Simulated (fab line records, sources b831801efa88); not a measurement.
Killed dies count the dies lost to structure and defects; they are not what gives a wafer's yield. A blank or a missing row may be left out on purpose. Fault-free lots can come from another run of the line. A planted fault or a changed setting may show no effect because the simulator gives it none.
fab line records || flow sky130
record: {"lots": 6, "wafers": 18, "last-day": 50}
route steps=708 shown METAL1@435
lots that met no fault: taken from a fault-free run of the same line
start-h: start of the lot's first displayed wafer, in hours after the record's first day || wait-h: time in hours since the lot's previous step || " repeats the value in the row above || L1.1+2: one row covering several wafers at once || - no value present, or no start provided || * or withheld: withheld || < > ~ a bound
route shown NAME@n: a module of which the file shows steps, and the number in the route of the first || usual: mean/standard deviation taken from wafers without a fault || same: alike in all rows || chamber/n: place in a boat || sites: per-site readings || _std_site: the standard deviation of these || _edge_site: the outer-site mean with the inner-site mean subtracted || radius-mm: how far each site lies from the wafer's centre || mask NAME#n: copy n || behind: tool/chamber where the wafer was last shaped || hold: reason for holding the lot/hours on hold/outcome of the hold || device: whichever transistor did not switch (one of n, p or np) || end of line: the same wafers' tests at the end of the route || a step given without rows: its recipe and nothing more || killed: the dies lost at the first sort to structure and to defects; this is not the yield of the wafer || map: dies across one wafer; x = killed, . = not, _ = none there
set.NAME: the setting the step ran with; set.NAME@STEP: the setting that earlier step ran with || model.NAME: the simulator's own value behind a step, which no gauge read
lots at selected steps of the route; one table per step, one row per wafer
services: from which hour (start-h, from the record's first day; less than 0 if before it) a tool's chamber was out of use, for how many hours, and why
== steps ==
step: SKY_METAL1_SPUTTER_01
recipe: {"material": "TiN", "target-thk-nm": 20, "power-w": 6500, "time-s": 16.7, "chamber-pressure-pa": 0.4}
usual: {"chamber-pressure-pa": "0.4001/0.0008", "throttle-valve-pct": "30.1/0.85"}
{"lot.wafer": "L381.1", "tool": "pvd-sputter-04", "chamber": "-", "start-h": 756.01, "wait-h": 0.0, "chamber-pressure-pa": 0.4009, "throttle-valve-pct": 29.5}
{"lot.wafer": "L381.3", "tool": "pvd-sputter-04", "chamber": "-", "start-h": 756.01, "wait-h": 0.0, "chamber-pressure-pa": 0.4006, "throttle-valve-pct": 29.8}
{"lot.wafer": "L381.4", "tool": "pvd-sputter-04", "chamber": "-", "start-h": 756.01, "wait-h": 0.0, "chamber-pressure-pa": 0.3999, "throttle-valve-pct": 30.4}
{"lot.wafer": "L383.2", "tool": "pvd-sputter-01", "chamber": "-", "start-h": 766.75, "wait-h": 0.0, "chamber-pressure-pa": 0.3999, "throttle-valve-pct": 29.2}
{"lot.wafer": "L383.4", "tool": "pvd-sputter-01", "chamber": "-", "start-h": 766.75, "wait-h": 0.0, "chamber-pressure-pa": 0.3995, "throttle-valve-pct": 31.4}
{"lot.wafer": "L383.6", "tool": "pvd-sputter-01", "chamber": "-", "start-h": 766.75, "wait-h": 0.0, "chamber-pressure-pa": 0.4000, "throttle-valve-pct": 30.3}
{"lot.wafer": "L394.1", "tool": "pvd-sputter-04", "chamber": "-", "start-h": 848.25, "wait-h": 0.0, "chamber-pressure-pa": 0.4002, "throttle-valve-pct": 29.5}
{"lot.wafer": "L394.4", "tool": "pvd-sputter-04", "chamber": "-", "start-h": 848.25, "wait-h": 0.0, "chamber-pressure-pa": 0.4014, "throttle-valve-pct": 30.6}
{"lot.wafer": "L394.5", "tool": "pvd-sputter-04", "chamber": "-", "start-h": 848.25, "wait-h": 0.0, "chamber-pressure-pa": 0.3994, "throttle-valve-pct": 29.6}
{"lot.wafer": "L395.1", "tool": "pvd-sputter-03", "chamber": "-", "start-h": 857.57, "wait-h": 0.0, "chamber-pressure-pa": 0.4015, "throttle-valve-pct": 29.9}
{"lot.wafer": "L395.3", "tool": "pvd-sputter-03", "chamber": "-", "start-h": 857.57, "wait-h": 0.0, "chamber-pressure-pa": 0.3999, "throttle-valve-pct": 31.6}
{"lot.wafer": "L395.6", "tool": "pvd-sputter-03", "chamber": "-", "start-h": 857.57, "wait-h": 0.0, "chamber-pressure-pa": 0.4008, "throttle-valve-pct": 29.5}
{"lot.wafer": "L399.1", "tool": "pvd-sputter-01", "chamber": "-", "start-h": 889.98, "wait-h": 0.0, "chamber-pressure-pa": 0.4010, "throttle-valve-pct": 29.2}
{"lot.wafer": "L399.2", "tool": "pvd-sputter-01", "chamber": "-", "start-h": 889.98, "wait-h": 0.0, "chamber-pressure-pa": 0.3995, "throttle-valve-pct": 31.3}
{"lot.wafer": "L399.4", "tool": "pvd-sputter-01", "chamber": "-", "start-h": 889.98, "wait-h": 0.0, "chamber-pressure-pa": 0.4016, "throttle-valve-pct": 30.6}
{"lot.wafer": "L402.3", "tool": "pvd-sputter-03", "chamber": "-", "start-h": 923.66, "wait-h": 0.0, "chamber-pressure-pa": 0.3994, "throttle-valve-pct": 30.9}
{"lot.wafer": "L402.5", "tool": "pvd-sputter-03", "chamber": "-", "start-h": 923.66, "wait-h": 0.0, "chamber-pressure-pa": 0.4013, "throttle-valve-pct": 28.7}
{"lot.wafer": "L402.6", "tool": "pvd-sputter-03", "chamber": "-", "start-h": 923.66, "wait-h": 0.0, "chamber-pressure-pa": 0.3996, "throttle-valve-pct": 29.5}
step: SKY_METAL1_SPUTTER_02
recipe: {"material": "AlCu", "target-thk-nm": 250, "power-w": 10600, "time-s": 13.3, "chamber-pressure-pa": 0.4}
usual: {"chamber-pressure-pa": "0.4000/0.00089", "throttle-valve-pct": "30.1/0.83"}
{"lot.wafer": "L381.1", "tool": "pvd-sputter-04", "chamber": "-", "start-h": 756.04, "wait-h": 0.0, "chamber-pressure-pa": 0.3995, "throttle-valve-pct": 29.7}
{"lot.wafer": "L381.3", "tool": "pvd-sputter-04", "chamber": "-", "start-h": 756.04, "wait-h": 0.0, "chamber-pressure-pa": 0.3993, "throttle-valve-pct": 29.5}
{"lot.wafer": "L381.4", "tool": "pvd-sputter-04", "chamber": "-", "start-h": 756.04, "wait-h": 0.0, "chamber-pressure-pa": 0.4022, "throttle-valve-pct": 30.8}
{"lot.wafer": "L383.2", "tool": "pvd-sputter-01", "chamber": "-", "start-h": 766.77, "wait-h": 0.0, "chamber-pressure-pa": 0.4004, "throttle-valve-pct": 29.3}
{"lot.wafer": "L383.4", "tool": "pvd-sputter-01", "chamber": "-", "start-h": 766.77, "wait-h": 0.0, "chamber-pressure-pa": 0.3995, "throttle-valve-pct": 31.2}
{"lot.wafer": "L383.6", "tool": "pvd-sputter-01", "chamber": "-", "start-h": 766.77, "wait-h": 0.0, "chamber-pressure-pa": 0.3999, "throttle-valve-pct": 30.7}
{"lot.wafer": "L394.1", "tool": "pvd-sputter-04", "chamber": "-", "start-h": 848.27, "wait-h": 0.0, "chamber-pressure-pa": 0.3996, "throttle-valve-pct": 29.8}
{"lot.wafer": "L394.4", "tool": "pvd-sputter-04", "chamber": "-", "start-h": 848.27, "wait-h": 0.0, "chamber-pressure-pa": 0.3968, "throttle-valve-pct": 30.9}
{"lot.wafer": "L394.5", "tool": "pvd-sputter-04", "chamber": "-", "start-h": 848.27, "wait-h": 0.0, "chamber-pressure-pa": 0.4006, "throttle-valve-pct": 29.7}
{"lot.wafer": "L395.1", "tool": "pvd-sputter-03", "chamber": "-", "start-h": 857.60, "wait-h": 0.0, "chamber-pressure-pa": 0.4000, "throttle-valve-pct": 30.0}
{"lot.wafer": "L395.3", "tool": "pvd-sputter-03", "chamber": "-", "start-h": 857.60, "wait-h": 0.0, "chamber-pressure-pa": 0.3986, "throttle-valve-pct": 31.3}
{"lot.wafer": "L395.6", "tool": "pvd-sputter-03", "chamber": "-", "start-h": 857.60, "wait-h": 0.0, "chamber-pressure-pa": 0.4012, "throttle-valve-pct": 29.6}
{"lot.wafer": "L399.1", "tool": "pvd-sputter-01", "chamber": "-", "start-h": 890.01, "wait-h": 0.0, "chamber-pressure-pa": 0.3997, "throttle-valve-pct": 29.0}
{"lot.wafer": "L399.2", "tool": "pvd-sputter-01", "chamber": "-", "start-h": 890.01, "wait-h": 0.0, "chamber-pressure-pa": 0.4008, "throttle-valve-pct": 31.7}
{"lot.wafer": "L399.4", "tool": "pvd-sputter-01", "chamber": "-", "start-h": 890.01, "wait-h": 0.0, "chamber-pressure-pa": 0.4015, "throttle-valve-pct": 30.4}
{"lot.wafer": "L402.3", "tool": "pvd-sputter-03", "chamber": "-", "start-h": 923.68, "wait-h": 0.0, "chamber-pressure-pa": 0.3997, "throttle-valve-pct": 31.5}
{"lot.wafer": "L402.5", "tool": "pvd-sputter-03", "chamber": "-", "start-h": 923.68, "wait-h": 0.0, "chamber-pressure-pa": 0.4012, "throttle-valve-pct": 28.7}
{"lot.wafer": "L402.6", "tool": "pvd-sputter-03", "chamber": "-", "start-h": 923.68, "wait-h": 0.0, "chamber-pressure-pa": 0.4010, "throttle-valve-pct": 29.3}
step: SKY_METAL1_SPUTTER_03
recipe: {"material": "Ti", "target-thk-nm": 5, "power-w": 3000, "time-s": 3.3, "chamber-pressure-pa": 0.4}
usual: {"chamber-pressure-pa": "0.4001/0.00078", "throttle-valve-pct": "30.1/0.86"}
{"lot.wafer": "L381.1", "tool": "pvd-sputter-04", "chamber": "-", "start-h": 756.06, "wait-h": 0.0, "chamber-pressure-pa": 0.4003, "throttle-valve-pct": 29.7}
{"lot.wafer": "L381.3", "tool": "pvd-sputter-04", "chamber": "-", "start-h": 756.06, "wait-h": 0.0, "chamber-pressure-pa": 0.4007, "throttle-valve-pct": 29.6}
{"lot.wafer": "L381.4", "tool": "pvd-sputter-04", "chamber": "-", "start-h": 756.06, "wait-h": 0.0, "chamber-pressure-pa": 0.3996, "throttle-valve-pct": 30.5}
{"lot.wafer": "L383.2", "tool": "pvd-sputter-01", "chamber": "-", "start-h": 766.80, "wait-h": 0.0, "chamber-pressure-pa": 0.3998, "throttle-valve-pct": 29.1}
{"lot.wafer": "L383.4", "tool": "pvd-sputter-01", "chamber": "-", "start-h": 766.80, "wait-h": 0.0, "chamber-pressure-pa": 0.3996, "throttle-valve-pct": 31.2}
{"lot.wafer": "L383.6", "tool": "pvd-sputter-01", "chamber": "-", "start-h": 766.80, "wait-h": 0.0, "chamber-pressure-pa": 0.3997, "throttle-valve-pct": 30.5}
{"lot.wafer": "L394.1", "tool": "pvd-sputter-04", "chamber": "-", "start-h": 848.30, "wait-h": 0.0, "chamber-pressure-pa": 0.3989, "throttle-valve-pct": 29.4}
{"lot.wafer": "L394.4", "tool": "pvd-sputter-04", "chamber": "-", "start-h": 848.30, "wait-h": 0.0, "chamber-pressure-pa": 0.4015, "throttle-valve-pct": 30.8}
{"lot.wafer": "L394.5", "tool": "pvd-sputter-04", "chamber": "-", "start-h": 848.30, "wait-h": 0.0, "chamber-pressure-pa": 0.3988, "throttle-valve-pct": 29.5}
{"lot.wafer": "L395.1", "tool": "pvd-sputter-03", "chamber": "-", "start-h": 857.62, "wait-h": 0.0, "chamber-pressure-pa": 0.4006, "throttle-valve-pct": 30.1}
{"lot.wafer": "L395.3", "tool": "pvd-sputter-03", "chamber": "-", "start-h": 857.62, "wait-h": 0.0, "chamber-pressure-pa": 0.3994, "throttle-valve-pct": 31.5}
{"lot.wafer": "L395.6", "tool": "pvd-sputter-03", "chamber": "-", "start-h": 857.62, "wait-h": 0.0, "chamber-pressure-pa": 0.4003, "throttle-valve-pct": 29.4}
{"lot.wafer": "L399.1", "tool": "pvd-sputter-01", "chamber": "-", "start-h": 890.03, "wait-h": 0.0, "chamber-pressure-pa": 0.4002, "throttle-valve-pct": 29.4}
{"lot.wafer": "L399.2", "tool": "pvd-sputter-01", "chamber": "-", "start-h": 890.03, "wait-h": 0.0, "chamber-pressure-pa": 0.4024, "throttle-valve-pct": 31.3}
{"lot.wafer": "L399.4", "tool": "pvd-sputter-01", "chamber": "-", "start-h": 890.03, "wait-h": 0.0, "chamber-pressure-pa": 0.4004, "throttle-valve-pct": 30.2}
{"lot.wafer": "L402.3", "tool": "pvd-sputter-03", "chamber": "-", "start-h": 923.71, "wait-h": 0.0, "chamber-pressure-pa": 0.3996, "throttle-valve-pct": 31.3}
{"lot.wafer": "L402.5", "tool": "pvd-sputter-03", "chamber": "-", "start-h": 923.71, "wait-h": 0.0, "chamber-pressure-pa": 0.4005, "throttle-valve-pct": 28.7}
{"lot.wafer": "L402.6", "tool": "pvd-sputter-03", "chamber": "-", "start-h": 923.71, "wait-h": 0.0, "chamber-pressure-pa": 0.3993, "throttle-valve-pct": 29.4}
step: SKY_METAL1_SPUTTER_04
recipe: {"material": "TiN", "target-thk-nm": 70, "power-w": 6500, "time-s": 58.3, "chamber-pressure-pa": 0.4}
usual: {"chamber-pressure-pa": "0.4000/0.00084", "throttle-valve-pct": "30.1/0.82"}
{"lot.wafer": "L381.1", "tool": "pvd-sputter-04", "chamber": "-", "start-h": 756.08, "wait-h": 0.0, "chamber-pressure-pa": 0.3998, "throttle-valve-pct": 29.7}
{"lot.wafer": "L381.3", "tool": "pvd-sputter-04", "chamber": "-", "start-h": 756.08, "wait-h": 0.0, "chamber-pressure-pa": 0.3996, "throttle-valve-pct": 29.5}
{"lot.wafer": "L381.4", "tool": "pvd-sputter-04", "chamber": "-", "start-h": 756.08, "wait-h": 0.0, "chamber-pressure-pa": 0.3990, "throttle-valve-pct": 30.7}
{"lot.wafer": "L383.2", "tool": "pvd-sputter-01", "chamber": "-", "start-h": 766.82, "wait-h": 0.0, "chamber-pressure-pa": 0.4008, "throttle-valve-pct": 29.4}
{"lot.wafer": "L383.4", "tool": "pvd-sputter-01", "chamber": "-", "start-h": 766.82, "wait-h": 0.0, "chamber-pressure-pa": 0.3992, "throttle-valve-pct": 31.4}
{"lot.wafer": "L383.6", "tool": "pvd-sputter-01", "chamber": "-", "start-h": 766.82, "wait-h": 0.0, "chamber-pressure-pa": 0.4001, "throttle-valve-pct": 30.8}
{"lot.wafer": "L394.1", "tool": "pvd-sputter-04", "chamber": "-", "start-h": 848.32, "wait-h": 0.0, "chamber-pressure-pa": 0.4003, "throttle-valve-pct": 29.8}
{"lot.wafer": "L394.4", "tool": "pvd-sputter-04", "chamber": "-", "start-h": 848.32, "wait-h": 0.0, "chamber-pressure-pa": 0.3995, "throttle-valve-pct": 30.4}
{"lot.wafer": "L394.5", "tool": "pvd-sputter-04", "chamber": "-", "start-h": 848.32, "wait-h": 0.0, "chamber-pressure-pa": 0.4003, "throttle-valve-pct": 29.5}
{"lot.wafer": "L395.1", "tool": "pvd-sputter-03", "chamber": "-", "start-h": 857.64, "wait-h": 0.0, "chamber-pressure-pa": 0.3999, "throttle-valve-pct": 29.9}
{"lot.wafer": "L395.3", "tool": "pvd-sputter-03", "chamber": "-", "start-h": 857.64, "wait-h": 0.0, "chamber-pressure-pa": 0.3996, "throttle-valve-pct": 31.2}
{"lot.wafer": "L395.6", "tool": "pvd-sputter-03", "chamber": "-", "start-h": 857.64, "wait-h": 0.0, "chamber-pressure-pa": 0.3991, "throttle-valve-pct": 29.3}
{"lot.wafer": "L399.1", "tool": "pvd-sputter-01", "chamber": "-", "start-h": 890.05, "wait-h": 0.0, "chamber-pressure-pa": 0.4005, "throttle-valve-pct": 29.1}
{"lot.wafer": "L399.2", "tool": "pvd-sputter-01", "chamber": "-", "start-h": 890.05, "wait-h": 0.0, "chamber-pressure-pa": 0.3995, "throttle-valve-pct": 31.2}
{"lot.wafer": "L399.4", "tool": "pvd-sputter-01", "chamber": "-", "start-h": 890.05, "wait-h": 0.0, "chamber-pressure-pa": 0.4001, "throttle-valve-pct": 30.5}
{"lot.wafer": "L402.3", "tool": "pvd-sputter-03", "chamber": "-", "start-h": 923.73, "wait-h": 0.0, "chamber-pressure-pa": 0.4023, "throttle-valve-pct": 31.6}
{"lot.wafer": "L402.5", "tool": "pvd-sputter-03", "chamber": "-", "start-h": 923.73, "wait-h": 0.0, "chamber-pressure-pa": 0.3996, "throttle-valve-pct": 28.8}
{"lot.wafer": "L402.6", "tool": "pvd-sputter-03", "chamber": "-", "start-h": 923.73, "wait-h": 0.0, "chamber-pressure-pa": 0.3997, "throttle-valve-pct": 29.5}
step: SKY_METAL1_RS_MEAS_05
recipe: {"thk-meas-gauge": "four-point-probe", "reads": "TiN_of_METAL1_SPUTTER_04+Ti_of_METAL1_SPUTTER_03+AlCu_of_METAL1_SPUTTER_02+TiN_of_METAL1_SPUTTER_01+Ti_of_METAL1_SPUTTER_00"}
usual: {"METAL1_ALCU_RS": "0.1264/0.0015"}
{"lot.wafer": "L381.1", "tool": "film-metro-03", "chamber": "-", "start-h": 756.13, "wait-h": 0.0, "METAL1_ALCU_RS[ohm/sq]": 0.1253}
{"lot.wafer": "L381.3", "tool": "film-metro-03", "chamber": "-", "start-h": 756.13, "wait-h": 0.0, "METAL1_ALCU_RS[ohm/sq]": 0.1254}
{"lot.wafer": "L381.4", "tool": "film-metro-03", "chamber": "-", "start-h": 756.13, "wait-h": 0.0, "METAL1_ALCU_RS[ohm/sq]": 0.1273}
{"lot.wafer": "L383.2", "tool": "film-metro-02", "chamber": "-", "start-h": 766.88, "wait-h": 0.0, "METAL1_ALCU_RS[ohm/sq]": 0.1266}
{"lot.wafer": "L383.4", "tool": "film-metro-02", "chamber": "-", "start-h": 766.88, "wait-h": 0.0, "METAL1_ALCU_RS[ohm/sq]": 0.1252}
{"lot.wafer": "L383.6", "tool": "film-metro-02", "chamber": "-", "start-h": 766.88, "wait-h": 0.0, "METAL1_ALCU_RS[ohm/sq]": 0.1281}
{"lot.wafer": "L394.1", "tool": "film-metro-03", "chamber": "-", "start-h": 848.37, "wait-h": 0.0, "METAL1_ALCU_RS[ohm/sq]": 0.1257}
{"lot.wafer": "L394.4", "tool": "film-metro-03", "chamber": "-", "start-h": 848.37, "wait-h": 0.0, "METAL1_ALCU_RS[ohm/sq]": 0.1253}
{"lot.wafer": "L394.5", "tool": "film-metro-03", "chamber": "-", "start-h": 848.37, "wait-h": 0.0, "METAL1_ALCU_RS[ohm/sq]": 0.1267}
{"lot.wafer": "L395.1", "tool": "film-metro-01", "chamber": "-", "start-h": 857.69, "wait-h": 0.0, "METAL1_ALCU_RS[ohm/sq]": 0.1241}
{"lot.wafer": "L395.3", "tool": "film-metro-01", "chamber": "-", "start-h": 857.69, "wait-h": 0.0, "METAL1_ALCU_RS[ohm/sq]": 0.1253}
{"lot.wafer": "L395.6", "tool": "film-metro-01", "chamber": "-", "start-h": 857.69, "wait-h": 0.0, "METAL1_ALCU_RS[ohm/sq]": 0.1251}
{"lot.wafer": "L399.1", "tool": "film-metro-01", "chamber": "-", "start-h": 890.10, "wait-h": 0.0, "METAL1_ALCU_RS[ohm/sq]": 0.1282}
{"lot.wafer": "L399.2", "tool": "film-metro-01", "chamber": "-", "start-h": 890.10, "wait-h": 0.0, "METAL1_ALCU_RS[ohm/sq]": 0.1272}
{"lot.wafer": "L399.4", "tool": "film-metro-01", "chamber": "-", "start-h": 890.10, "wait-h": 0.0, "METAL1_ALCU_RS[ohm/sq]": 0.1272}
{"lot.wafer": "L402.3", "tool": "film-metro-03", "chamber": "-", "start-h": 923.82, "wait-h": 0.1, "METAL1_ALCU_RS[ohm/sq]": 0.1252}
{"lot.wafer": "L402.5", "tool": "film-metro-03", "chamber": "-", "start-h": 923.82, "wait-h": 0.1, "METAL1_ALCU_RS[ohm/sq]": 0.1235}
{"lot.wafer": "L402.6", "tool": "film-metro-03", "chamber": "-", "start-h": 923.82, "wait-h": 0.1, "METAL1_ALCU_RS[ohm/sq]": 0.1249}
step: SKY_METAL1_THK_MEAS_06
recipe: {"thk-meas-gauge": "xrf", "reads": "AlCu_of_METAL1_SPUTTER_02"}
usual: {"METAL1_ALCU_THK": "254/3.6"}
{"lot.wafer": "L381.1", "tool": "film-metro-03", "chamber": "-", "start-h": 756.25, "wait-h": 0.1, "METAL1_ALCU_THK[nm]": 252}
{"lot.wafer": "L381.3", "tool": "film-metro-03", "chamber": "-", "start-h": 756.25, "wait-h": 0.1, "METAL1_ALCU_THK[nm]": 254}
{"lot.wafer": "L381.4", "tool": "film-metro-03", "chamber": "-", "start-h": 756.25, "wait-h": 0.1, "METAL1_ALCU_THK[nm]": 248}
{"lot.wafer": "L383.2", "tool": "film-metro-02", "chamber": "-", "start-h": 766.99, "wait-h": 0.1, "METAL1_ALCU_THK[nm]": 253}
{"lot.wafer": "L383.4", "tool": "film-metro-02", "chamber": "-", "start-h": 766.99, "wait-h": 0.1, "METAL1_ALCU_THK[nm]": 257}
{"lot.wafer": "L383.6", "tool": "film-metro-02", "chamber": "-", "start-h": 766.99, "wait-h": 0.1, "METAL1_ALCU_THK[nm]": 251}
{"lot.wafer": "L394.1", "tool": "film-metro-03", "chamber": "-", "start-h": 848.49, "wait-h": 0.1, "METAL1_ALCU_THK[nm]": 252}
{"lot.wafer": "L394.4", "tool": "film-metro-03", "chamber": "-", "start-h": 848.49, "wait-h": 0.1, "METAL1_ALCU_THK[nm]": 254}
{"lot.wafer": "L394.5", "tool": "film-metro-03", "chamber": "-", "start-h": 848.49, "wait-h": 0.1, "METAL1_ALCU_THK[nm]": 250}
{"lot.wafer": "L395.1", "tool": "film-metro-01", "chamber": "-", "start-h": 857.81, "wait-h": 0.1, "METAL1_ALCU_THK[nm]": 259}
{"lot.wafer": "L395.3", "tool": "film-metro-01", "chamber": "-", "start-h": 857.81, "wait-h": 0.1, "METAL1_ALCU_THK[nm]": 257}
{"lot.wafer": "L395.6", "tool": "film-metro-01", "chamber": "-", "start-h": 857.81, "wait-h": 0.1, "METAL1_ALCU_THK[nm]": 257}
{"lot.wafer": "L399.1", "tool": "film-metro-01", "chamber": "-", "start-h": 890.22, "wait-h": 0.1, "METAL1_ALCU_THK[nm]": 249}
{"lot.wafer": "L399.2", "tool": "film-metro-01", "chamber": "-", "start-h": 890.22, "wait-h": 0.1, "METAL1_ALCU_THK[nm]": 252}
{"lot.wafer": "L399.4", "tool": "film-metro-01", "chamber": "-", "start-h": 890.22, "wait-h": 0.1, "METAL1_ALCU_THK[nm]": 252}
{"lot.wafer": "L402.3", "tool": "film-metro-03", "chamber": "-", "start-h": 923.92, "wait-h": 0.1, "METAL1_ALCU_THK[nm]": 253}
{"lot.wafer": "L402.5", "tool": "film-metro-03", "chamber": "-", "start-h": 923.92, "wait-h": 0.1, "METAL1_ALCU_THK[nm]": 259}
{"lot.wafer": "L402.6", "tool": "film-metro-03", "chamber": "-", "start-h": 923.92, "wait-h": 0.1, "METAL1_ALCU_THK[nm]": 255}
step: SKY_METAL1_DEHYDRATE_07
recipe: {"temp-c": 200, "time-s": 60}
step: SKY_METAL1_HMDS_08
recipe: {"prime-time-s": 60, "prime-temp-c": 120}
step: SKY_METAL1_COAT_09
recipe: {"resist": "BARC", "temp-c": "withheld", "time-s": "withheld", "spin-rpm": 3000, "resist-thk-nm": 60}
step: SKY_METAL1_COAT_10
recipe: {"resist": "KrF-thick", "spin-rpm": 3000, "resist-thk-nm": 450}
step: SKY_METAL1_SOFTBAKE_11
recipe: {"temp-c": 100, "time-s": 90, "resist": "KrF-thick"}
step: SKY_METAL1_EXPOSE_12
recipe: {"mask-id": "MM1", "na": 0.8, "source-shape": "annular", "sigma-inner": 0.55, "sigma-outer": 0.85, "target-cd-nm": 140, "dose-mj": 28}
step: SKY_METAL1_PEB_13
recipe: {"peb-temp-c": "withheld", "peb-time-s": "withheld", "resist": "KrF-thick"}
usual: {"chill-plate-temp-C": "*", "exhaust-pa": "45.0/0.92", "resist-line-temp-C": "*"}
{"lot.wafer": "L381.1", "tool": "litho-track-02", "chamber": 0, "start-h": 784, "wait-h": "-", "chill-plate-temp-C": "*", "exhaust-pa": 44.6, "resist-line-temp-C": "*"}
{"lot.wafer": "L381.3", "tool": "litho-track-02", "chamber": 0, "start-h": 784, "wait-h": "-", "chill-plate-temp-C": "*", "exhaust-pa": 44.7, "resist-line-temp-C": "*"}
{"lot.wafer": "L381.4", "tool": "litho-track-02", "chamber": 0, "start-h": 784, "wait-h": "-", "chill-plate-temp-C": "*", "exhaust-pa": 44.8, "resist-line-temp-C": "*"}
{"lot.wafer": "L383.2", "tool": "litho-track-03", "chamber": 0, "start-h": 793, "wait-h": "-", "chill-plate-temp-C": "*", "exhaust-pa": 45.2, "resist-line-temp-C": "*"}
{"lot.wafer": "L383.4", "tool": "litho-track-03", "chamber": 0, "start-h": 793, "wait-h": "-", "chill-plate-temp-C": "*", "exhaust-pa": 44.8, "resist-line-temp-C": "*"}
{"lot.wafer": "L383.6", "tool": "litho-track-03", "chamber": 0, "start-h": 793, "wait-h": "-", "chill-plate-temp-C": "*", "exhaust-pa": 43.6, "resist-line-temp-C": "*"}
{"lot.wafer": "L394.1", "tool": "litho-track-02", "chamber": "-", "start-h": 873, "wait-h": "-", "chill-plate-temp-C": "-", "exhaust-pa": "-", "resist-line-temp-C": "-"}
{"lot.wafer": "L394.4", "tool": "litho-track-02", "chamber": "-", "start-h": 873, "wait-h": "-", "chill-plate-temp-C": "-", "exhaust-pa": "-", "resist-line-temp-C": "-"}
{"lot.wafer": "L394.5", "tool": "litho-track-02", "chamber": "-", "start-h": 873, "wait-h": "-", "chill-plate-temp-C": "-", "exhaust-pa": "-", "resist-line-temp-C": "-"}
{"lot.wafer": "L395.1", "tool": "litho-track-03", "chamber": "-", "start-h": 883, "wait-h": "-", "chill-plate-temp-C": "-", "exhaust-pa": "-", "resist-line-temp-C": "-"}
{"lot.wafer": "L395.3", "tool": "litho-track-03", "chamber": "-", "start-h": 883, "wait-h": "-", "chill-plate-temp-C": "-", "exhaust-pa": "-", "resist-line-temp-C": "-"}
{"lot.wafer": "L395.6", "tool": "litho-track-03", "chamber": "-", "start-h": 883, "wait-h": "-", "chill-plate-temp-C": "-", "exhaust-pa": "-", "resist-line-temp-C": "-"}
{"lot.wafer": "L399.1", "tool": "litho-track-02", "chamber": 0, "start-h": 915, "wait-h": "-", "chill-plate-temp-C": "*", "exhaust-pa": 45.3, "resist-line-temp-C": "*"}
{"lot.wafer": "L399.2", "tool": "litho-track-02", "chamber": 0, "start-h": 915, "wait-h": "-", "chill-plate-temp-C": "*", "exhaust-pa": 44.7, "resist-line-temp-C": "*"}
{"lot.wafer": "L399.4", "tool": "litho-track-02", "chamber": 0, "start-h": 915, "wait-h": "-", "chill-plate-temp-C": "*", "exhaust-pa": 44.5, "resist-line-temp-C": "*"}
{"lot.wafer": "L402.3", "tool": "litho-track-01", "chamber": 0, "start-h": 947, "wait-h": "-", "chill-plate-temp-C": "*", "exhaust-pa": 45.7, "resist-line-temp-C": "*"}
{"lot.wafer": "L402.5", "tool": "litho-track-01", "chamber": 0, "start-h": 947, "wait-h": "-", "chill-plate-temp-C": "*", "exhaust-pa": 45.1, "resist-line-temp-C": "*"}
{"lot.wafer": "L402.6", "tool": "litho-track-01", "chamber": 0, "start-h": 947, "wait-h": "-", "chill-plate-temp-C": "*", "exhaust-pa": 44.1, "resist-line-temp-C": "*"}
step: SKY_METAL1_DEVELOP_14
recipe: {"develop-time-s": 60, "resist": "KrF-thick", "dev-temp-c": 21}
== services ==
{"tool": "pvd-sputter-01", "chamber": "-", "start-h": 748.53, "hours": 2.3, "kind": "repair"}
{"tool": "pvd-sputter-04", "chamber": "-", "start-h": 877.57, "hours": 5.1, "kind": "repair"}
{"tool": "pvd-sputter-01", "chamber": "-", "start-h": 912.00, "hours": 10.4, "kind": "repair"}
{"tool": "pvd-sputter-04", "chamber": "-", "start-h": 921.83, "hours": 6.2, "kind": "repair"}
== key ==
first-sign: {"step": "SKY_METAL1_PEB_13", "reading": "tool-record", "direction": "missing"}
effect none on later readings
met-at SKY_METAL1_PEB_13
struck-wafers L394.1,L394.4,L394.5,L395.1,L395.3,L395.6
later-rows-left-out L394.1,L394.4,L394.5,L395.1,L395.3,L395.6
sort-left-out L394.1,L394.4,L394.5,L395.1,L395.3,L395.6
fault: {"kind": "skipped-step-whole", "tool": "litho-track-02,litho-track-03", "chamber": "-", "onset-h": 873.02, "steps": "SKY_METAL1_PEB_13", "scope": "struck-lots-only"}
sort-left-out: the simulated sort isn't trusted on such a fault, so these wafers' sort isn't shown, and their yield isn't known
later-rows-left-out: the simulator's readings of these wafers behind a module that went badly wrong aren't trusted and aren't shown, but for the sort
